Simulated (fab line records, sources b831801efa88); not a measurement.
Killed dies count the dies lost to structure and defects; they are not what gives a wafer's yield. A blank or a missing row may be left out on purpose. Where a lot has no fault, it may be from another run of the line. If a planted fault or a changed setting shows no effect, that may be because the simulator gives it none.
Which tool did it? | flow sky130 | 11 lots with 33 wafers sampled at 2 steps, on a route of 708 steps

WHAT EACH GAUGE READ, for each wafer
SKY_GATE_OXIDE_TW_MEAS_14.
lot  | measured     | on           | GATE_OXIDE_TW
L787 | day 13 06:17 | filmMetro-02 | 224.4 224.5 223.8
L791 | day 15 00:19 | filmMetro-02 | 226.2 226.8 224.4
L794 | day 16 09:19 | filmMetro-02 | 225.8 225.6 225.8
L800 | day 18 08:37 | filmMetro-01 | 225.3 225.2 225.9
L801 | day 18 15:18 | filmMetro-02 | 226.3 226.1 224.3
L804 | day 20 06:17 | filmMetro-02 | 225.2 224.1 224.4
L805 | day 20 08:12 | filmMetro-04 | 224.3 224.0 223.9
L806 | day 20 13:13 | filmMetro-01 | 227.2 227.5 227.1
L808 | day 21 23:40 | filmMetro-02 | 225.9 227.1 226.8
L810 | day 22 03:26 | filmMetro-04 | 224.7 223.7 223.5
L809 | day 22 05:39 | filmMetro-02 | 227.0 227.4 225.6

SKY_POLY_GATE_OVL_MEAS_14.
lot  | measured     | on         | POLY_GATE_OVL (nm)
L787 | day 15 18:02 | overlay-02 | -6 0 -1
L791 | day 18 17:21 | overlay-02 | 11 11 8
L794 | day 19 00:49 | overlay-01 | 10 8 7
L800 | day 21 02:11 | overlay-01 | 2 6 6
L801 | day 21 07:53 | overlay-01 | -1 -1 2
L804 | day 23 00:41 | overlay-02 | 7 11 5
L805 | day 23 05:35 | overlay-02 | 6 8 6
L806 | day 23 10:43 | overlay-02 | 1 3 2
L808 | day 24 17:04 | overlay-01 | 4 1 -4
L810 | day 24 20:36 | overlay-02 | -3 -2 3
L809 | day 25 01:23 | overlay-02 | 8 11 12

WHAT TOOL EACH LOT RAN ON (gives the tool, then ch and the chambers of the sampled wafers, and finally the start)
The record holds no process step before these readings.

WHAT THE TOOLS THEMSELVES READ (means of the sampled wafers that have a number; where no wafer has one, the mark that the record gives instead)
The record holds no such reading with a usual standard deviation.

THE ANSWER, worked out from the rows above alone
Rule: the usual values come from the lots themselves. The widest of any qualifying gaps counts: lots, ordered by their means at a reading, are off when they make up no more than a third of the lots, leave a main group of 4 or more, and stand apart from it by 3 or more times the standard deviation of that group's means. A main group whose means are all the same, to the digits that the tables above print for the reading, isn't used. Also off: a lot with no number at a reading for which 4 or more lots have one. Where the step has rows for the other lots, those lots are counted as sound. First the gauges in route order, then the tools' own readings, where a lot's mean is used as printed above. At the first step where some lot is off, the reading lying furthest off is the one used; lots without a number count as furthest.
None of the lots is off at any reading shown; this tells nothing.

WHAT THE SIMULATOR HAD INSERTED
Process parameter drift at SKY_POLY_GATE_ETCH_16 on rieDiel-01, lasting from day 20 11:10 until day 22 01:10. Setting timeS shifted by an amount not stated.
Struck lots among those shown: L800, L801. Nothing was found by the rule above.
